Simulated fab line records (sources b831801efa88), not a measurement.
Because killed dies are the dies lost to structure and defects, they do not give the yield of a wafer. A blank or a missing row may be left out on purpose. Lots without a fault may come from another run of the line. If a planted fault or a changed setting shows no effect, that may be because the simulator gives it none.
fab line records	flow sky130
record lots=7	wafers=21	last-day=50
route steps=708 shown NWELL@66 PWDE@84 VT_ADJUST_HVTP@85 VT_ADJUST_LVTN@97
lots that met no fault: taken from a fault-free run of the same line
start-h: hours from the record's opening day to when the first of the lot's shown wafers began	wait-h: time in hours since the lot's previous step	" the same as in the row above	L1.1+2: a single row standing in for several wafers	- no value, or no start was given	* or withheld: withheld	< > ~ a bound
route shown NAME@n: a module of which the file shows steps, and the number in the route of the first	usual: mean/standard deviation taken from wafers without a fault	same: alike in all rows	chamber/n: place in a boat	sites: the reading at each site	_std_site: how widely they spread, as a standard deviation	_edge_site: inner sites' mean taken away from outer sites' mean	radius-mm: how far each site lies from the wafer's centre	mask NAME#n: copy n	behind: tool/chamber where the wafer was last shaped	hold: why the lot went on hold/how many hours it stayed there/how the hold came to an end	device: names the non-switching transistor (n, p or np)	end of line: the same wafers' tests at the end of the route	a step with no rows: only its recipe	killed: count of dies lost to structure and defects at first sort (not the wafer's yield)	map: the dies of a wafer, with x for killed, . for not killed, _ for no die there
set.NAME: the setting the step ran with; set.NAME@STEP: the setting that earlier step ran with	model.NAME: the simulator's own value behind a step, which no gauge read
a table for each step, a row for each wafer; lots at some steps of the route
services: from which hour (start-h, from the record's first day; less than 0 if before it) a tool's chamber was out of use, for how many hours, and why
## steps
# step SKY_NWELL_IMPLANT_13
# recipe species=P	energy-kev=50	dose-cm2=7e+11	tilt-deg=withheld
# step SKY_NWELL_STRIP_14
# recipe chemistry=O2/N2	power-w=1400	pressure-mtorr=1500	platen-temp-c=withheld	o2-flow-sccm=3000	n2-flow-sccm=300	overash-fraction=0.5
# usual chamber-pressure-mTorr=1499.9/1.3	drypump-motor-current-A=5.9/0.46	oes-product-au=0.722/0.0045	strip-time-to-endpoint-s=36.89/0.11
# same overash-fraction=0.5
lot.wafer	tool	chamber	start-h	wait-h	chamber-pressure-mTorr	drypump-motor-current-A	oes-product-au	rf-hours-counter-h	strip-time-to-endpoint-s
L212.2	plasma-asher-03	1	118.20	0.1	1498.7	6.2	0.717	43	36.86
L212.4	"	1	"	"	1500.4	6.2	0.718	-	36.77
L212.6	"	1	"	"	1498.3	6.3	0.723	-	36.85
L216.1	plasma-asher-04	1	144.10	0.1	1501.0	6.4	0.724	35	36.72
L216.4	"	0	"	"	1498.9	5.8	0.723	-	36.77
L216.5	"	1	"	"	1499.9	6.4	0.721	-	36.86
L218.1	plasma-asher-01	1	158.20	0.1	1499.5	4.9	0.721	4	36.92
L218.4	"	0	"	"	1497.5	5.8	0.715	-	37.00
L218.6	"	0	"	"	1498.4	5.8	0.731	-	36.82
L219.1	plasma-asher-01	1	160.15	0.1	1500.3	4.9	0.719	4	36.75
L219.2	"	0	"	"	1502.0	5.8	0.719	4	36.77
L219.5	"	0	"	"	1500.6	5.8	0.742	-	36.75
L226.3	plasma-asher-03	0	204.64	0.1	1499.5	6.2	0.722	-	37.09
L226.5	"	0	"	"	1500.4	6.2	0.716	-	37.00
L226.6	"	1	"	"	1499.5	6.2	0.721	-	36.99
L227.1	plasma-asher-01	0	207.35	0.1	1501.1	5.8	0.724	9	37.02
L227.2	"	1	"	"	1501.5	4.9	0.721	9	36.86
L227.4	"	0	"	"	1500.3	5.8	0.727	-	36.90
L228.1	plasma-asher-04	0	217.50	0.1	1501.4	5.7	0.724	42	36.92
L228.2	"	1	"	"	1498.6	6.4	0.726	42	36.99
L228.6	"	1	"	"	1500.5	6.3	0.715	-	36.93
# step SKY_NWELL_TW_MEAS_15
# usual NWELL_TW=1825/7.9
lot.wafer	tool	chamber	start-h	wait-h	NWELL_TW
L212.2	film-metro-01	-	118.31	0.1	1829
L212.4	"	-	"	"	1815
L212.6	"	-	"	"	1819
L216.1	film-metro-03	-	144.23	0.1	1817
L216.4	"	-	"	"	1826
L216.5	"	-	"	"	1812
L218.1	film-metro-01	-	158.30	0.1	1823
L218.4	"	-	"	"	1824
L218.6	"	-	"	"	1824
L219.1	film-metro-01	-	160.25	0.1	1819
L219.2	"	-	"	"	1809
L219.5	"	-	"	"	1816
L226.3	film-metro-01	-	204.72	0.1	1826
L226.5	"	-	"	"	1826
L226.6	"	-	"	"	1818
L227.1	film-metro-04	-	207.45	0.1	1821
L227.2	"	-	"	"	1829
L227.4	"	-	"	"	1823
L228.1	film-metro-04	-	217.60	0.1	1830
L228.2	"	-	"	"	1831
L228.6	"	-	"	"	1825
# step SKY_NWELL_DEHYDRATE_16
# recipe temp-c=200	time-s=60
# step SKY_NWELL_HMDS_17
# recipe prime-time-s=60	prime-temp-c=120
# step SKY_NWELL_COAT_18
# recipe spin-rpm=2000	resist-thk-nm=3000
# step SKY_NWELL_SOFTBAKE_19
# recipe temp-c=110	time-s=withheld
# step SKY_NWELL_EXPOSE_20
# recipe mask-id=NWM_COMPLEMENT	na=0.6	source-shape=conventional	sigma-outer=0.6	polarization=unpolarized	target-cd-nm=840	dose-mj=260
# step SKY_NWELL_PEB_21
# recipe temp-c=115	time-s=withheld
# step SKY_NWELL_DEVELOP_22
# recipe wall-angle-deg=90	developer=TMAH	develop-time-s=57.51	dev-temp-c=23
# step SKY_NWELL_OVL_MEAS_23
# usual NWELL_01_OVL=0.7/1.3
lot.wafer	tool	chamber	start-h	wait-h	NWELL_01_OVL[nm]
L212.2	overlay-02	-	137.13	-	0.1
L212.4	"	-	"	"	-1.6
L212.6	"	-	"	"	1.0
L216.1	overlay-02	-	163.57	-	-1.0
L216.4	"	-	"	"	1.1
L216.5	"	-	"	"	1.0
L218.1	overlay-01	-	177.56	-	0.2
L218.4	"	-	"	"	0.3
L218.6	"	-	"	"	-1.7
L219.1	overlay-02	-	180.67	-	0.4
L219.2	"	-	"	"	0.0
L219.5	"	-	"	"	1.8
L226.3	overlay-01	-	225.68	-	-0.2
L226.5	"	-	"	"	0.6
L226.6	"	-	"	"	2.5
L227.1	overlay-02	-	229.41	-	0.1
L227.2	"	-	"	"	-1.2
L227.4	"	-	"	"	-1.3
L228.1	overlay-01	-	240.21	-	-0.7
L228.2	"	-	"	"	-2.8
L228.6	"	-	"	"	-1.3
# step SKY_NWELL_IMPLANT_24
# recipe species=B	energy-kev=140	dose-cm2=9.2e+12	tilt-deg=withheld
# step SKY_NWELL_STRIP_25
# recipe chemistry=O2/N2	power-w=1400	pressure-mtorr=1500	platen-temp-c=withheld	o2-flow-sccm=3000	n2-flow-sccm=300	overash-fraction=0.5
# usual chamber-pressure-mTorr=1499.9/1.4	drypump-motor-current-A=6.0/0.42	oes-product-au=0.722/0.0045	overash-fraction=0.5/0	strip-time-to-endpoint-s=36.89/0.091
lot.wafer	tool	chamber	start-h	wait-h	chamber-pressure-mTorr	drypump-motor-current-A	oes-product-au	overash-fraction	rf-hours-counter-h	strip-time-to-endpoint-s	model.coat_of_NWELL_COAT_18.thk-nm
L212.2	plasma-asher-03	1	137.31	0.1	1501.1	6.2	0.713	0.5	45	36.94	0
L212.4	"	1	"	"	1501.1	6.2	0.722	0.5	-	36.88	0
L212.6	"	0	"	"	1497.8	6.2	0.722	0.5	-	36.85	0
L216.1	plasma-asher-01	1	163.75	0.1	1499.3	4.9	0.720	0.5	4	36.97	0
L216.4	"	0	"	"	1499.2	5.8	0.719	0.5	-	36.98	0
L216.5	"	0	"	"	1501.1	5.8	0.726	0.5	-	36.91	0
L218.1	plasma-asher-03	1	177.80	0.1	1502.3	6.2	0.727	0.5	49	36.88	0
L218.4	"	1	"	"	1498.4	6.2	0.716	0.5	-	36.80	0
L218.6	"	1	"	"	1498.6	6.2	0.720	0.5	-	36.84	0
L219.1	plasma-asher-03	0	180.85	0.1	1499.1	6.2	0.725	0.5	49	36.93	0
L219.2	"	1	"	"	1501.2	6.2	0.718	0.5	49	36.90	0
L219.5	"	0	"	"	1499.7	6.2	0.720	0.5	-	36.92	0
L226.3	plasma-asher-03	0	225.89	0.1	-	-	-	-	-	-	2991
L226.5	"	1	"	"	-	-	-	-	-	-	2996
L226.6	"	0	"	"	-	-	-	-	-	-	2989
L227.1	plasma-asher-03	0	229.60	0.1	-	-	-	-	-	-	3001
L227.2	"	1	"	"	-	-	-	-	-	-	3007
L227.4	"	0	"	"	-	-	-	-	-	-	3001
L228.1	plasma-asher-03	0	240.40	0.1	-	-	-	-	-	-	2986
L228.2	"	1	"	"	-	-	-	-	-	-	2988
L228.6	"	0	"	"	-	-	-	-	-	-	2989
# step SKY_NWELL_TW_MEAS_26
# usual NWELL_2_TW=497.6/2.5
lot.wafer	tool	chamber	start-h	wait-h	NWELL_2_TW
L212.2	film-metro-01	-	137.42	0.1	499.0
L212.4	"	-	"	"	500.2
L212.6	"	-	"	"	499.1
L216.1	film-metro-03	-	163.85	0.1	494.4
L216.4	"	-	"	"	496.1
L216.5	"	-	"	"	490.0
L218.1	film-metro-04	-	177.90	0.1	498.4
L218.4	"	-	"	"	500.4
L218.6	"	-	"	"	501.2
L219.1	film-metro-04	-	180.95	0.1	499.0
L219.2	"	-	"	"	499.2
L219.5	"	-	"	"	500.9
L226.3	film-metro-04	-	225.97	0.1	499.3
L226.5	"	-	"	"	499.1
L226.6	"	-	"	"	498.0
L227.1	film-metro-01	-	229.70	0.1	496.6
L227.2	"	-	"	"	494.1
L227.4	"	-	"	"	494.3
L228.1	film-metro-03	-	240.50	0.1	496.8
L228.2	"	-	"	"	497.2
L228.6	"	-	"	"	497.3
# step SKY_NWELL_CLEAN_27
# recipe chemistry=SC1/SC2	mix=1:4:20	temp-c=70	time-s=150	dry=n2-spin
# step SKY_NWELL_RTA_28
# recipe temp-c=1050	time-s=30	idle-temp-c=650	ramp-up-c-per-s=150	ramp-down-c-per-s=90	ambient=N2
# usual anneal-temp-c-max=1055.9/1.1	lamp-power-pct=25.30/0.051	ramp-down-c-per-s=90.002/0.017	wafer_temp_C_max=1054.9/0.96
lot.wafer	tool	chamber	start-h	wait-h	anneal-temp-c-max	lamp-power-pct	ramp-down-c-per-s	wafer_temp_C_max
L212.2	rtp-anneal-02	0	137.53	0.0	1055.9	25.28	89.980	1054.5
L212.4	"	0	"	"	1055.5	25.39	89.971	1055.2
L212.6	"	0	"	"	1054.5	25.33	89.991	1054.5
L216.1	rtp-anneal-01	0	163.96	0.0	1054.9	25.30	89.990	1054.8
L216.4	"	0	"	"	1055.5	25.25	90.053	1055.9
L216.5	"	0	"	"	1056.4	25.37	89.975	1054.3
L218.1	rtp-anneal-01	0	178.01	0.0	1056.3	25.30	89.973	1053.6
L218.4	"	0	"	"	1057.0	25.23	89.983	1055.7
L218.6	"	0	"	"	1056.0	25.24	90.000	1055.7
L219.1	rtp-anneal-02	0	181.07	0.0	1055.9	25.31	90.029	1055.3
L219.2	"	0	"	"	1056.0	25.30	89.959	1053.1
L219.5	"	0	"	"	1054.0	25.21	90.005	1054.1
L226.3	rtp-anneal-01	0	226.10	0.0	1056.4	25.33	90.018	1053.2
L226.5	"	0	"	"	1057.3	25.36	89.995	1055.6
L226.6	"	0	"	"	1055.3	25.29	90.005	1055.8
L227.1	rtp-anneal-01	0	229.81	0.0	1057.0	25.31	89.993	1054.3
L227.2	"	0	"	"	1056.8	25.21	89.999	1053.3
L227.4	"	0	"	"	1055.6	25.32	89.983	1054.5
L228.1	rtp-anneal-02	0	240.61	0.0	1054.3	25.39	89.988	1054.8
L228.2	"	0	"	"	1054.0	25.38	90.005	1055.2
L228.6	"	0	"	"	1055.1	25.31	90.000	1055.9
# step SKY_NWELL_RS_MEAS_29
# recipe thk-meas-gauge=four-point-probe
# usual NWELL_RS=624.6/1.6
lot.wafer	tool	chamber	start-h	wait-h	NWELL_RS[ohm/sq]
L212.2	film-metro-03	-	137.64	0.1	624.1
L212.4	"	-	"	"	626.7
L212.6	"	-	"	"	623.6
L216.1	film-metro-01	-	164.06	0.1	625.5
L216.4	"	-	"	"	625.7
L216.5	"	-	"	"	624.7
L218.1	film-metro-03	-	178.11	0.1	624.9
L218.4	"	-	"	"	623.8
L218.6	"	-	"	"	624.0
L219.1	film-metro-01	-	181.17	0.1	622.2
L219.2	"	-	"	"	623.5
L219.5	"	-	"	"	622.8
L226.3	film-metro-03	-	226.20	0.1	623.5
L226.5	"	-	"	"	625.5
L226.6	"	-	"	"	624.5
L227.1	film-metro-04	-	229.91	0.1	623.8
L227.2	"	-	"	"	622.8
L227.4	"	-	"	"	624.4
L228.1	film-metro-01	-	240.71	0.1	625.1
L228.2	"	-	"	"	626.3
L228.6	"	-	"	"	625.0
# step SKY_NWELL_RS_MEAS_31
# recipe thk-meas-gauge=four-point-probe
# usual PWDE_RS=5273/19
lot.wafer	tool	chamber	start-h	wait-h	PWDE_RS[ohm/sq]
L212.2	film-metro-03	-	137.88	0.1	5289
L212.4	"	-	"	"	5296
L212.6	"	-	"	"	5272
L216.1	film-metro-01	-	164.30	0.1	5295
L216.4	"	-	"	"	5278
L216.5	"	-	"	"	5275
L218.1	film-metro-03	-	178.35	0.1	5283
L218.4	"	-	"	"	5302
L218.6	"	-	"	"	5301
L219.1	film-metro-01	-	181.41	0.1	5272
L219.2	"	-	"	"	5293
L219.5	"	-	"	"	5276
L226.3	film-metro-03	-	226.44	0.1	5257
L226.5	"	-	"	"	5265
L226.6	"	-	"	"	5260
L227.1	film-metro-04	-	230.15	0.1	5291
L227.2	"	-	"	"	5279
L227.4	"	-	"	"	5278
L228.1	film-metro-01	-	240.95	0.1	5243
L228.2	"	-	"	"	5266
L228.6	"	-	"	"	5261
# step SKY_VT_ADJUST_HVTP_DEHYDRATE_00
# recipe temp-c=200	time-s=60
# step SKY_VT_ADJUST_HVTP_HMDS_01
# recipe prime-time-s=60	prime-temp-c=120
# step SKY_VT_ADJUST_HVTP_COAT_02
# recipe resist=NOVOLAK	spin-rpm=3000	resist-thk-nm=1140
# step SKY_VT_ADJUST_HVTP_SOFTBAKE_03
# recipe temp-c=90	time-s=60	resist=NOVOLAK
# step SKY_VT_ADJUST_HVTP_EXPOSE_04
# recipe mask-id=HVTPM	na=0.6	source-shape=conventional	sigma-outer=0.6	polarization=unpolarized	target-cd-nm=380	dose-mj=140
# step SKY_VT_ADJUST_HVTP_PEB_05
# recipe temp-c=withheld	time-s=*	resist=NOVOLAK
# step SKY_VT_ADJUST_HVTP_DEVELOP_06
# recipe resist=NOVOLAK	developer=TMAH	develop-time-s=57.7	dev-temp-c=23
# step SKY_VT_ADJUST_HVTP_CD_MEAS_07
# recipe target-cd-nm=380
# usual cd-nm=380.1/2.5
lot.wafer	tool	chamber	start-h	wait-h	cd-nm
L212.2	cd-sem-01	-	157.59	0.1	384.3
L212.4	"	-	"	"	386.3
L212.6	"	-	"	"	387.7
L216.1	cd-sem-01	-	184.17	0.1	376.3
L216.4	"	-	"	"	377.2
L216.5	"	-	"	"	379.0
L218.1	cd-sem-01	-	198.92	0.1	382.3
L218.4	"	-	"	"	380.8
L218.6	"	-	"	"	380.3
L219.1	cd-sem-02	-	201.46	0.1	383.2
L219.2	"	-	"	"	386.7
L219.5	"	-	"	"	386.6
L226.3	cd-sem-02	-	248.45	0.1	383.1
L226.5	"	-	"	"	379.3
L226.6	"	-	"	"	380.8
L227.1	cd-sem-01	-	252.92	0.1	377.0
L227.2	"	-	"	"	378.8
L227.4	"	-	"	"	379.3
L228.1	cd-sem-02	-	264.56	0.1	380.9
L228.2	"	-	"	"	376.3
L228.6	"	-	"	"	381.1
# step SKY_VT_ADJUST_HVTP_OVL_MEAS_08
# usual VT_ADJUST_HVTP_OVL=0.5/1.5
lot.wafer	tool	chamber	start-h	wait-h	VT_ADJUST_HVTP_OVL[nm]
L212.2	overlay-01	-	157.70	0.1	1.1
L212.4	"	-	"	"	1.3
L212.6	"	-	"	"	-0.6
L216.1	overlay-02	-	184.29	0.1	0.7
L216.4	"	-	"	"	1.7
L216.5	"	-	"	"	2.8
L218.1	overlay-02	-	199.04	0.1	-0.3
L218.4	"	-	"	"	-1.7
L218.6	"	-	"	"	-0.3
L219.1	overlay-02	-	201.58	0.1	0.6
L219.2	"	-	"	"	-1.5
L219.5	"	-	"	"	-0.1
L226.3	overlay-02	-	248.55	0.1	-1.4
L226.5	"	-	"	"	-0.7
L226.6	"	-	"	"	0.2
L227.1	overlay-01	-	253.04	0.1	1.5
L227.2	"	-	"	"	0.7
L227.4	"	-	"	"	3.2
L228.1	overlay-01	-	264.68	0.1	2.7
L228.2	"	-	"	"	2.6
L228.6	"	-	"	"	2.6
# step SKY_VT_ADJUST_HVTP_IMPLANT_09
# recipe species=As	energy-kev=150	dose-cm2=4.3e+12	tilt-deg=withheld
# step SKY_VT_ADJUST_HVTP_STRIP_10
# recipe chemistry=O2/N2	power-w=1400	pressure-mtorr=1500	platen-temp-c=withheld	o2-flow-sccm=3000	n2-flow-sccm=300	overash-fraction=0.5
# usual chamber-pressure-mTorr=1500.0/1.3	drypump-motor-current-A=6.0/0.36	oes-product-au=0.716/0.0046	strip-time-to-endpoint-s=14.16/0.039
# same overash-fraction=0.5
lot.wafer	tool	chamber	start-h	wait-h	chamber-pressure-mTorr	drypump-motor-current-A	oes-product-au	rf-hours-counter-h	strip-time-to-endpoint-s
L212.2	plasma-asher-03	1	157.88	0.1	1498.6	6.2	0.719	47	14.17
L212.4	"	1	"	"	1500.9	6.2	0.716	-	14.19
L212.6	"	1	"	"	1501.6	6.2	0.710	-	14.17
L216.1	plasma-asher-03	1	184.48	0.1	1500.1	6.2	0.720	49	14.17
L216.4	"	0	"	"	1499.2	6.2	0.718	-	14.20
L216.5	"	1	"	"	1498.7	6.2	0.712	-	14.15
L218.1	plasma-asher-04	0	199.23	0.1	1500.0	5.8	0.717	40	14.17
L218.4	"	0	"	"	1500.5	5.8	0.725	-	14.17
L218.6	"	1	"	"	1501.8	6.4	0.723	-	14.15
L219.1	plasma-asher-04	1	201.77	0.1	1499.0	6.3	0.714	41	14.17
L219.2	"	0	"	"	1499.8	5.8	0.711	41	14.12
L219.5	"	0	"	"	1500.1	5.8	0.713	-	14.16
L226.3	plasma-asher-04	0	248.75	0.1	1499.3	5.8	0.733	-	58.55
L226.5	"	1	"	"	1503.0	6.4	0.728	-	58.70
L226.6	"	0	"	"	1501.9	5.8	0.727	-	58.55
L227.1	plasma-asher-03	0	253.23	0.1	1500.1	6.2	0.730	56	58.72
L227.2	"	1	"	"	1500.4	6.2	0.732	56	58.85
L227.4	"	0	"	"	1497.5	6.2	0.725	-	58.74
L228.1	plasma-asher-03	1	264.87	0.1	1499.9	6.2	0.719	57	58.48
L228.2	"	0	"	"	1497.6	6.2	0.728	57	58.52
L228.6	"	0	"	"	1501.2	6.2	0.736	-	58.48
# step SKY_VT_ADJUST_HVTP_TW_MEAS_11
# usual VT_ADJUST_HVTP_TW=1356/7
lot.wafer	tool	chamber	start-h	wait-h	VT_ADJUST_HVTP_TW
L212.2	film-metro-03	-	157.99	0.1	1351
L212.4	"	-	"	"	1355
L212.6	"	-	"	"	1354
L216.1	film-metro-03	-	184.58	0.1	1355
L216.4	"	-	"	"	1353
L216.5	"	-	"	"	1362
L218.1	film-metro-02	-	199.33	0.1	1361
L218.4	"	-	"	"	1359
L218.6	"	-	"	"	1372
L219.1	film-metro-02	-	201.87	0.1	1362
L219.2	"	-	"	"	1364
L219.5	"	-	"	"	1371
L226.3	film-metro-04	-	248.84	0.1	30
L226.5	"	-	"	"	30
L226.6	"	-	"	"	30
L227.1	film-metro-03	-	253.33	0.1	30
L227.2	"	-	"	"	30
L227.4	"	-	"	"	30
L228.1	film-metro-04	-	264.97	0.1	30
L228.2	"	-	"	"	30
L228.6	"	-	"	"	30
# step SKY_VT_ADJUST_LVTN_DEHYDRATE_00
# recipe temp-c=200	time-s=60
## services
tool	chamber	start-h	hours	kind
plasma-asher-01	-	108.83	9.0	pm
plasma-asher-01	0	108.83	9.0	vent-cycle
plasma-asher-01	1	108.83	9.0	vent-cycle
plasma-asher-01	0	117.83	-	clean
plasma-asher-01	1	117.83	-	clean
rtp-anneal-02	-	145.05	1.1	pm
plasma-asher-01	-	151.88	0.8	repair
plasma-asher-04	-	225.61	1.2	repair
rtp-anneal-02	-	259.62	3.6	pm
## key
first-sign step=SKY_NWELL_STRIP_25	reading=tool-record	direction=missing
effect step=SKY_VT_ADJUST_HVTP_STRIP_10	reading=strip-time-to-endpoint-s	direction=up	sigmas=99+	usual=*	struck=*
effect step=SKY_VT_ADJUST_HVTP_TW_MEAS_11	reading=VT_ADJUST_HVTP_TW	direction=down	sigmas=99+	usual=1356	struck=30
model-effect step=SKY_NWELL_STRIP_25	value=coat_of_NWELL_COAT_18.thk-nm	without=0	struck=2994
met-at SKY_NWELL_STRIP_25
struck-wafers L226.3,L226.5,L226.6,L227.1,L227.2,L227.4,L228.1,L228.2,L228.6
sort-left-out L226.3,L226.5,L226.6,L227.1,L227.2,L227.4,L228.1,L228.2,L228.6
tester-left-out L226,L227,L228
onset-between 180.85 225.89
fault kind=skipped-step-whole	tool=plasma-asher-03	chamber=-	onset-h=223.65	steps=SKY_NWELL_STRIP_25	scope=struck-lots-only
# tester-left-out: of these lots the tester's yield and bins aren't shown, on N5 and GAA mostly nor the transistor test; their killed dies are dies lost to structure and defects alone, not to doping, threshold or leakage, so they don't give the yield
# sort-left-out: the simulated sort isn't trusted on such a fault, so these wafers' sort isn't shown, and their yield isn't known
